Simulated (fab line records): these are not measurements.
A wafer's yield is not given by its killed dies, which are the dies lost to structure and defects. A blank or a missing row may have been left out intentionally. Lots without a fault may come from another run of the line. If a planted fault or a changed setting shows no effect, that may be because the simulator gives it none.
A lot that was struck, set against a sound lot -- flow gf180mcu -- 15 steps out of a route of 602
Sound: these wafers, L585.3, L585.4, L585.6. The struck wafers were L591.1, L591.3, L591.6. The cause comes at the end.
Per side, at each step with rows, come the tool, then ch with its chambers, and then its first start. Under that, the readings that differ: sound wafers -- struck wafers -- difference of the means -- sigmas: that difference in standard deviations of wafers without a fault.
alike: words and numbers the same on both sides, and readings whose means are apart by under 2 such deviations; not compared: readings that were withheld, readings missing a value for some wafer, numbers with overlapping values and no deviation given by the record, and bounds like >300 which may hide the same value.
The two part at a step that has a row with sigmas, a row that says differs or no value, or rows on one side only. Non-overlapping numbers with no deviation appear without sigmas and do not part them. Lack of a reading on every wafer of one side parts them only where that side has two or more wafers.

GF_V5_BOW_MEAS_05:
  sound on film metro-04 at day 27 17:01; struck on film metro-04 at day 29 14:55
  alike: V5_BOW
then, 6 steps without rows for these wafers: GF_V5_DEHYDRATE_06 (time 60 s); GF_V5_HMDS_07 (prime time 60 s); GF_V5_COAT_08; GF_V5_COAT_09 (resist thk 1000 nm); GF_V5_SOFTBAKE_10 (time 60 s); GF_V5_EXPOSE_11 (exposes mask Via5, target cd 260 nm).
GF_V5_PEB_12: peb time 92.22 s.
  sound: litho track-03 ch 0; struck: litho track-01 ch 0
  alike: plate sensor t centre C, plate sensor t edge C
then, 1 step without rows for these wafers: GF_V5_DEVELOP_13 (develop time 60 s).
GF_V5_CD_MEAS_14: target cd 260 nm.
  sound on cd sem-02 at day 28 11:58; struck on cd sem-01 at day 30 09:31
reading,sound,struck,difference,sigmas
cd nm (nm),261.8 261.4 262.5,258.8 259.3 259.1,-2.8,-2
GF_V5_OVL_MEAS_15:
  sound on overlay-01 at day 28 12:03; struck on overlay-01 at day 30 09:38
  alike: V5_OVL
GF_V5_ETCH_16: etches BARC in N2/H2.
  sound on rie diel-03 ch 0,3, day 28 12:04; struck on rie diel-03 ch 0,1, day 30 09:40
  alike: bias w, chamber pressure mTorr, drypump motor current A, h2 flow sccm, oes product au, throttle valve pct
GF_V5_ETCH_17: etches SiO2 in C4F8/O2/Ar, stops on TiN, target depth 855 nm.
  sound on rie diel-03 ch 0,3, day 28 12:00; struck on rie diel-03 ch 0,1, day 30 09:00
  no value came back on the struck wafers for bias w (W), chamber pressure mTorr (mTorr), oes product au (a.u.); on the sound wafers bias w (W) reads 1198 1201 1205
GF_V5_STRIP_18: strips in O2/N2.
  sound on plasma asher-03 ch 0,1, day 28 12:16; struck on plasma asher-03 ch 0,1, day 30 09:49
reading,sound,struck,difference,sigmas
oes product au (a.u.),0.566 0.565 0.571,0.678 0.670 0.666,+0.104,+19
  alike: drypump motor current A, heater power w
  not compared: rf hours counter h
then, 1 step without rows for these wafers: GF_V5_STRIP_19 (strips in post etch residue remover, time 1200 s).

== WHERE THEY PART ==
First at GF_V5_CD_MEAS_14; last, within this record, at GF_V5_STRIP_18.

WHY: the cause the simulator had injected
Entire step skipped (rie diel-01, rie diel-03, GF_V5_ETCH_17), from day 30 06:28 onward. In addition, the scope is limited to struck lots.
